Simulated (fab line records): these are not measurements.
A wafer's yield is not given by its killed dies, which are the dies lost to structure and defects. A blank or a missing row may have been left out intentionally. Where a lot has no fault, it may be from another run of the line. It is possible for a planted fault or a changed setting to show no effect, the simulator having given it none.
Matching of chambers + flow sky130 + SKY_VIA4_CMP_21 on cmp-02: 4 sister chambers
The step polishes, stops on SiO2, t overpolish 25 s, target thk 0 nm. 4 wafers are shown with their chamber, then 7 later ones without.

## EACH WAFER AND ITS CHAMBER
| wafer  | chamber | motor-current-A (A) |
|--------|---------|---------------------|
| L776.4 | 0       | 9.7                 |
| L777.3 | 1       | 11.1                |
| L782.1 | 2       | 10.1                |
| L782.3 | 3       | 10.6                |

## WAFERS WITHOUT THEIR CHAMBER
| wafer  | motor-current-A (A) |
|--------|---------------------|
| L782.6 | 9.8                 |
| L783.2 | 10.0                |
| L783.4 | 10.4                |
| L783.5 | 10.7                |
| L791.1 | 10.6                |
| L791.3 | 9.9                 |
| L791.6 | 11.5                |

## THE CHAMBER EACH PASSED THROUGH
| wafer  | from the rows above     | in truth |
|--------|-------------------------|----------|
| L782.6 | can't be placed: 0 or 2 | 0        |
| L783.2 | can't be placed: 2 or 0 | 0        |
| L783.4 | can't be placed: 3 or 2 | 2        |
| L783.5 | can't be placed: 3 or 1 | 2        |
| L791.1 | 3                       | 3        |
| L791.3 | can't be placed: 2 or 0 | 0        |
| L791.6 | 1                       | 1        |
2 of 7 placed correctly. Not placeable from these rows: 5 (in 4, the candidates include the true chamber). 0 placed wrongly.
How it was worked out, from the rows above alone: a wafer's distance from a chamber is the root of the sum, over the readings, of the square of ((its reading less the chamber's mean) divided by the reading's scatter). The wafer belongs to the nearest chamber; if the next one is less than 2 further off, it can't be placed. The mean given for a chamber averages the wafers shown for that chamber. The scatter: with one shown wafer a chamber, the root of the mean of the squares of how far each hidden wafer lies from its nearest shown one.
